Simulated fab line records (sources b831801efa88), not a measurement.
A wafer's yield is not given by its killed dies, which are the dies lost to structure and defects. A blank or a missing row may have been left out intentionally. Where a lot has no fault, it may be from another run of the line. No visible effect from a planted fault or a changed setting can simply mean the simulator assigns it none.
fab line records    flow sky130
record lots=11  wafers=33  last_day=50
route steps=708 shown LDD_HVP@287 POLY_CUT@316 SD_P@329 LI_CONTACT@385
lots that met no fault: taken from a fault-free run of the same line
start_h: hours from the record's first day to the start of the lot's first wafer shown    wait_h: hours from the lot's prior step to this one    " the same as in the row above    L1.1+2: a row that stands for several wafers    - no value, or no start was given    * or withheld: withheld    < > ~ a bound
route shown NAME@n: a module of which the file shows steps, and the number in the route of the first    usual: average and standard deviation across the fault-free wafers    same: alike in all rows    chamber/n: place in a boat    sites: the reading at each site    _std_site: their standard deviation    _edge_site: inner sites' mean taken away from outer sites' mean    radius_mm: for every site, how far away it sits from the centre of the wafer    mask NAME#n: copy n    behind: the last tool/chamber to shape the wafer    hold: reason for holding the lot/hours on hold/outcome of the hold    device: the transistor (n, p or np) that didn't switch    end of line: the tests these same wafers got at the end of their route    a step with no rows: only its recipe    killed: count of dies lost to structure and defects at first sort (not the wafer's yield)    map: shows each die of a wafer: x if killed, . if not, _ if none is there
set.NAME: the setting the step ran with; set.NAME@STEP: the setting that earlier step ran with    model.NAME: the simulator's own value behind a step, which no gauge read
steps of the route over a sample of lots; a table a step, a row a wafer
services: from which hour (start_h, from the record's first day; less than 0 if before it) a tool's chamber was out of use, for how many hours, and why
## steps
# step SKY_LDD_HVP_STRIP_09
# recipe chemistry=O2/N2  power_w=1400  pressure_mtorr=1500  platen_temp_c=withheld  o2_flow_sccm=3000  n2_flow_sccm=300  overash_fraction=0.5
# usual drypump_motor_current_A=5.7/0.35  oes_product_au=0.408/0.004  strip_time_to_endpoint_s=4.127/0.015
lot.wafer  tool             chamber  start_h  wait_h  drypump_motor_current_A  oes_product_au  rf_hours_counter_h  strip_time_to_endpoint_s
L153.2     plasma_asher-02  1        531.12   0.1     6.2                      0.404           72                  4.124
L153.3     "                0        "        "       5.3                      0.411           -                   4.112
L153.4     "                1        "        "       6.2                      0.406           -                   4.095
L157.2     plasma_asher-03  1        552.85   0.1     5.3                      0.409           40                  4.146
L157.4     "                0        "        "       6.0                      0.406           -                   4.112
L157.5     "                1        "        "       5.3                      0.409           -                   4.115
L159.1     plasma_asher-03  0        575.30   0.1     6.0                      0.405           42                  4.140
L159.4     "                0        "        "       6.0                      0.407           -                   4.162
L159.6     "                0        "        "       6.0                      0.413           -                   4.124
L166.1     plasma_asher-03  0        630.62   0.1     6.0                      0.414           48                  4.142
L166.2     "                1        "        "       5.3                      0.413           48                  4.142
L166.5     "                1        "        "       5.3                      0.407           -                   4.126
L167.1     plasma_asher-02  0        631.85   0.1     5.3                      0.411           82                  4.098
L167.2     "                1        "        "       6.2                      0.406           82                  4.119
L167.5     "                1        "        "       6.2                      0.408           -                   4.097
L169.1     plasma_asher-03  1        640.30   0.1     5.3                      0.407           49                  4.136
L169.3     "                0        "        "       6.0                      0.406           -                   4.124
L169.4     "                1        "        "       5.3                      0.409           -                   4.126
L168.2     plasma_asher-03  1        640.95   0.1     5.3                      0.403           49                  4.118
L168.5     "                0        "        "       6.0                      0.406           -                   4.118
L168.6     "                1        "        "       5.3                      0.411           -                   4.109
L170.1     plasma_asher-04  0        647.67   0.1     5.6                      0.416           97                  4.131
L170.3     "                0        "        "       5.6                      0.420           -                   4.120
L170.6     "                1        "        "       6.0                      0.419           -                   4.121
L172.3     plasma_asher-02  0        676.38   0.1     5.3                      0.407           -                   4.139
L172.5     "                0        "        "       5.3                      0.410           -                   4.126
L172.6     "                1        "        "       6.1                      0.410           -                   4.113
L173.3     plasma_asher-04  1        678.05   0.1     6.0                      0.414           -                   4.116
L173.5     "                0        "        "       5.6                      0.411           -                   4.141
L173.6     "                1        "        "       6.0                      0.404           -                   4.156
L174.2     plasma_asher-04  1        685.38   0.1     6.0                      0.404           101                 4.135
L174.4     "                0        "        "       5.6                      0.407           -                   4.128
L174.6     "                0        "        "       5.6                      0.409           -                   4.124
# step SKY_POLY_CUT_OVL_MEAS_09
# usual POLY_CUT_OVL=0/4.7
lot.wafer  tool        chamber  start_h  wait_h  POLY_CUT_OVL[nm]
L153.2     overlay-01  -        592.59   0.1     -9
L153.3     "           -        "        "       0
L153.4     "           -        "        "       -5
L157.2     overlay-02  -        613.89   0.1     9
L157.4     "           -        "        "       6
L157.5     "           -        "        "       -2
L159.1     overlay-02  -        635.78   0.1     -6
L159.4     "           -        "        "       2
L159.6     "           -        "        "       -8
L166.1     overlay-01  -        688.19   0.1     -2
L166.2     "           -        "        "       -5
L166.5     "           -        "        "       -5
L167.1     overlay-02  -        688.64   0.1     1
L167.2     "           -        "        "       5
L167.5     "           -        "        "       3
L169.1     overlay-01  -        698.44   0.1     -8
L169.3     "           -        "        "       -1
L169.4     "           -        "        "       2
L168.2     overlay-01  -        701.23   0.1     2
L168.5     "           -        "        "       0
L168.6     "           -        "        "       5
L170.1     overlay-01  -        706.23   0.1     -1
L170.3     "           -        "        "       -1
L170.6     "           -        "        "       -2
L172.3     overlay-02  -        736.24   0.1     6
L172.5     "           -        "        "       1
L172.6     "           -        "        "       -2
L173.3     overlay-01  -        737.19   0.1     8
L173.5     "           -        "        "       3
L173.6     "           -        "        "       2
L174.2     overlay-01  -        741.70   0.1     -5
L174.4     "           -        "        "       5
L174.6     "           -        "        "       -2
# step SKY_SD_P_IMPLANT_09
# recipe species=BF2  energy_kev=20  dose_cm2=2.931e+15  tilt_deg=0
# usual beam_energy_keV=20.001/0.0066
lot.wafer  tool          chamber  start_h  wait_h  beam_energy_keV
L153.2     implanter-02  0        621.60   0.0     20.011
L153.3     "             0        "        "       20.005
L153.4     "             0        "        "       20.000
L157.2     implanter-02  0        641.30   0.0     17.808
L157.4     "             0        "        "       17.821
L157.5     "             0        "        "       17.821
L159.1     implanter-02  0        664.59   0.0     17.810
L159.4     "             0        "        "       17.822
L159.6     "             0        "        "       17.816
L166.1     implanter-01  0        716.02   0.0     20.009
L166.2     "             0        "        "       19.993
L166.5     "             0        "        "       20.002
L167.1     implanter-01  0        716.63   0.0     20.013
L167.2     "             0        "        "       19.996
L167.5     "             0        "        "       20.003
L169.1     implanter-01  0        725.32   0.0     20.008
L169.3     "             0        "        "       19.997
L169.4     "             0        "        "       20.024
L168.2     implanter-01  0        728.30   0.0     19.996
L168.5     "             0        "        "       20.002
L168.6     "             0        "        "       20.011
L170.1     implanter-01  0        734.42   0.0     20.000
L170.3     "             0        "        "       19.998
L170.6     "             0        "        "       20.001
L172.3     implanter-01  0        763.77   0.1     19.998
L172.5     "             0        "        "       20.000
L172.6     "             0        "        "       19.996
L173.3     implanter-02  0        764.67   0.1     19.998
L173.5     "             0        "        "       20.003
L173.6     "             0        "        "       20.004
L174.2     implanter-02  0        769.15   0.0     20.011
L174.4     "             0        "        "       19.996
L174.6     "             0        "        "       19.997
# step SKY_SD_P_STRIP_10
# recipe chemistry=O2/N2  power_w=1400  pressure_mtorr=1500  platen_temp_c=withheld  o2_flow_sccm=3000  n2_flow_sccm=300  overash_fraction=0.5
# usual drypump_motor_current_A=5.7/0.34  oes_product_au=0.618/0.0044  strip_time_to_endpoint_s=17.41/0.045
lot.wafer  tool             chamber  start_h  wait_h  drypump_motor_current_A  oes_product_au  rf_hours_counter_h  strip_time_to_endpoint_s
L153.2     plasma_asher-03  0        621.73   0.1     6.0                      0.623           47                  17.45
L153.3     "                0        "        "       6.0                      0.614           -                   17.44
L153.4     "                1        "        "       5.3                      0.620           -                   17.44
L157.2     plasma_asher-02  0        641.43   0.1     5.3                      0.628           83                  17.03
L157.4     "                0        "        "       5.3                      0.621           -                   17.12
L157.5     "                1        "        "       6.1                      0.631           -                   17.09
L159.1     plasma_asher-02  1        664.74   0.1     6.2                      0.619           85                  17.05
L159.4     "                1        "        "       6.2                      0.626           -                   17.04
L159.6     "                1        "        "       6.2                      0.626           -                   17.07
L166.1     plasma_asher-03  0        716.17   0.1     6.0                      0.616           56                  17.41
L166.2     "                1        "        "       5.3                      0.616           56                  17.43
L166.5     "                1        "        "       5.3                      0.614           -                   17.39
L167.1     plasma_asher-02  0        716.78   0.1     5.3                      0.617           90                  17.43
L167.2     "                1        "        "       6.1                      0.621           90                  17.44
L167.5     "                0        "        "       5.3                      0.612           -                   17.39
L169.1     plasma_asher-03  0        725.47   0.1     6.0                      0.617           57                  17.44
L169.3     "                1        "        "       5.3                      0.615           -                   17.41
L169.4     "                0        "        "       6.1                      0.614           -                   17.42
L168.2     plasma_asher-01  0        728.42   0.1     5.8                      0.626           29                  17.42
L168.5     "                0        "        "       5.9                      0.613           -                   17.40
L168.6     "                1        "        "       5.7                      0.615           -                   17.39
L170.1     plasma_asher-03  0        734.57   0.1     6.1                      0.617           58                  17.46
L170.3     "                1        "        "       5.3                      0.621           -                   17.43
L170.6     "                1        "        "       5.3                      0.617           -                   17.41
L172.3     plasma_asher-01  1        763.91   0.1     5.7                      0.621           -                   17.38
L172.5     "                1        "        "       5.7                      0.622           -                   17.42
L172.6     "                0        "        "       5.8                      0.617           -                   17.38
L173.3     plasma_asher-02  1        764.81   0.1     6.2                      0.622           -                   17.44
L173.5     "                1        "        "       6.2                      0.614           -                   17.44
L173.6     "                0        "        "       5.3                      0.619           -                   17.44
L174.2     plasma_asher-02  1        769.27   0.1     6.2                      0.609           96                  17.44
L174.4     "                1        "        "       6.2                      0.617           -                   17.48
L174.6     "                0        "        "       5.3                      0.627           -                   17.47
# step SKY_SD_P_TW_MEAS_11
# usual SD_P_TW=2791/28
lot.wafer  tool           chamber  start_h  wait_h  SD_P_TW
L153.2     film_metro-03  -        621.84   0.1     2810
L153.3     "              -        "        "       2798
L153.4     "              -        "        "       2823
L157.2     film_metro-03  -        641.54   0.1     2714
L157.4     "              -        "        "       2717
L157.5     "              -        "        "       2712
L159.1     film_metro-04  -        664.84   0.1     2678
L159.4     "              -        "        "       2682
L159.6     "              -        "        "       2701
L166.1     film_metro-04  -        716.35   0.1     2758
L166.2     "              -        "        "       2750
L166.5     "              -        "        "       2753
L167.1     film_metro-01  -        716.88   0.1     2820
L167.2     "              -        "        "       2806
L167.5     "              -        "        "       2816
L169.1     film_metro-04  -        725.57   0.1     2765
L169.3     "              -        "        "       2783
L169.4     "              -        "        "       2770
L168.2     film_metro-01  -        728.53   0.1     2826
L168.5     "              -        "        "       2827
L168.6     "              -        "        "       2810
L170.1     film_metro-04  -        734.67   0.1     2778
L170.3     "              -        "        "       2775
L170.6     "              -        "        "       2771
L172.3     film_metro-01  -        763.99   0.1     2834
L172.5     "              -        "        "       2832
L172.6     "              -        "        "       2840
L173.3     film_metro-03  -        764.89   0.1     2822
L173.5     "              -        "        "       2803
L173.6     "              -        "        "       2825
L174.2     film_metro-03  -        769.38   0.1     2803
L174.4     "              -        "        "       2782
L174.6     "              -        "        "       2804
# step SKY_SD_N_RS_MEAS_17
# recipe thk_meas_gauge=four-point-probe
# usual SD_P_RS=147.39/0.29
lot.wafer  tool           chamber  start_h  wait_h  SD_P_RS[ohm/sq]
L153.2     film_metro-04  -        679.11   0.1     147.16
L153.3     "              -        "        "       147.54
L153.4     "              -        "        "       147.27
L157.2     film_metro-04  -        698.76   0.1     155.57
L157.4     "              -        "        "       155.34
L157.5     "              -        "        "       155.34
L159.1     film_metro-04  -        720.94   0.1     154.97
L159.4     "              -        "        "       155.15
L159.6     "              -        "        "       154.63
L166.1     film_metro-01  -        770.83   0.1     146.91
L166.2     "              -        "        "       147.32
L166.5     "              -        "        "       147.38
L167.1     film_metro-04  -        770.87   0.1     146.96
L167.2     "              -        "        "       147.34
L167.5     "              -        "        "       147.24
L169.1     film_metro-01  -        779.74   0.1     147.26
L169.3     "              -        "        "       147.72
L169.4     "              -        "        "       147.60
L168.2     film_metro-03  -        783.16   0.1     147.33
L168.5     "              -        "        "       147.20
L168.6     "              -        "        "       147.33
L170.1     film_metro-03  -        789.43   0.1     147.47
L170.3     "              -        "        "       147.24
L170.6     "              -        "        "       147.24
L172.3     film_metro-03  -        817.03   0.1     147.66
L172.5     "              -        "        "       147.21
L172.6     "              -        "        "       146.96
L173.3     film_metro-04  -        818.83   0.1     147.01
L173.5     "              -        "        "       147.26
L173.6     "              -        "        "       147.49
L174.2     film_metro-04  -        821.54   0.1     147.74
L174.4     "              -        "        "       147.51
L174.6     "              -        "        "       147.51
# step SKY_LI_CONTACT_THK_MEAS_23
# recipe thk_meas_gauge=xrf  reads=W_of_LI_CONTACT_CVD_21
# usual LI_CONTACT_W_THK=405/4.5
lot.wafer  tool           chamber  start_h  wait_h  LI_CONTACT_W_THK[nm]
L153.2     film_metro-01  -        708.33   0.1     403
L153.3     "              -        "        "       404
L153.4     "              -        "        "       400
L157.2     film_metro-01  -        727.49   0.1     412
L157.4     "              -        "        "       402
L157.5     "              -        "        "       413
L159.1     film_metro-01  -        750.37   0.1     409
L159.4     "              -        "        "       410
L159.6     "              -        "        "       411
L166.1     film_metro-04  -        798.98   0.1     409
L166.2     "              -        "        "       406
L166.5     "              -        "        "       412
L167.1     film_metro-01  -        799.11   0.1     405
L167.2     "              -        "        "       404
L167.5     "              -        "        "       402
L169.1     film_metro-04  -        807.07   0.1     409
L169.3     "              -        "        "       412
L169.4     "              -        "        "       413
L168.2     film_metro-01  -        811.08   0.1     403
L168.5     "              -        "        "       412
L168.6     "              -        "        "       403
L170.1     film_metro-04  -        832.04   0.1     404
L170.3     "              -        "        "       403
L170.6     "              -        "        "       401
L172.3     film_metro-04  -        841.35   0.1     404
L172.5     "              -        "        "       407
L172.6     "              -        "        "       406
L173.3     film_metro-03  -        841.70   0.1     410
L173.5     "              -        "        "       404
L173.6     "              -        "        "       411
L174.2     film_metro-01  -        843.89   0.1     401
L174.4     "              -        "        "       402
L174.6     "              -        "        "       403
## services
tool             chamber  start_h  hours  kind
implanter-01     -        525.62   2.0    repair
implanter-02     -        597.45   4.5    pm
plasma_asher-04  -        623.34   1.2    repair
plasma_asher-02  -        656.07   0.8    repair
implanter-01     -        682.98   12.2   pm
plasma_asher-01  -        696.02   2.8    pm
implanter-02     -        714.38   2.7    repair
plasma_asher-04  -        733.75   9.0    pm
plasma_asher-04  0        733.75   9.0    vent_cycle
plasma_asher-04  1        733.75   9.0    vent_cycle
plasma_asher-04  0        742.75   -      clean
plasma_asher-04  1        742.75   -      clean
## key
first_sign step=SKY_SD_P_IMPLANT_09  reading=beam_energy_keV  direction=down  sigmas=99+  usual=*  struck=*
effect step=SKY_SD_P_STRIP_10  reading=strip_time_to_endpoint_s  direction=down  sigmas=7.7  usual=*  struck=*
effect step=SKY_SD_P_TW_MEAS_11  reading=SD_P_TW  direction=down  sigmas=3.2  usual=2791  struck=2701
effect step=SKY_SD_N_RS_MEAS_17  reading=SD_P_RS  direction=up  sigmas=27  usual=147.39  struck=155.17
met_at SKY_SD_P_IMPLANT_09
struck_lots L157,L159
tester_left_out L157,L159
not_acting_at SKY_LDD_HVP_STRIP_09,SKY_POLY_CUT_OVL_MEAS_09,SKY_LI_CONTACT_THK_MEAS_23
onset_between 621.60 641.30
fault kind=process_parameter_drift  tool=implanter-02  chamber=-  onset_h=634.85  steps=SKY_SD_P_IMPLANT_09  channel=energy_kev  offset=*  shape=step  end_h=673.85  acts_in=*  stated=*
# tester_left_out: of these lots the tester's yield and bins aren't shown, on N5 and GAA mostly nor the transistor test; their killed dies are dies lost to structure and defects alone, not to doping, threshold or leakage, so they don't give the yield
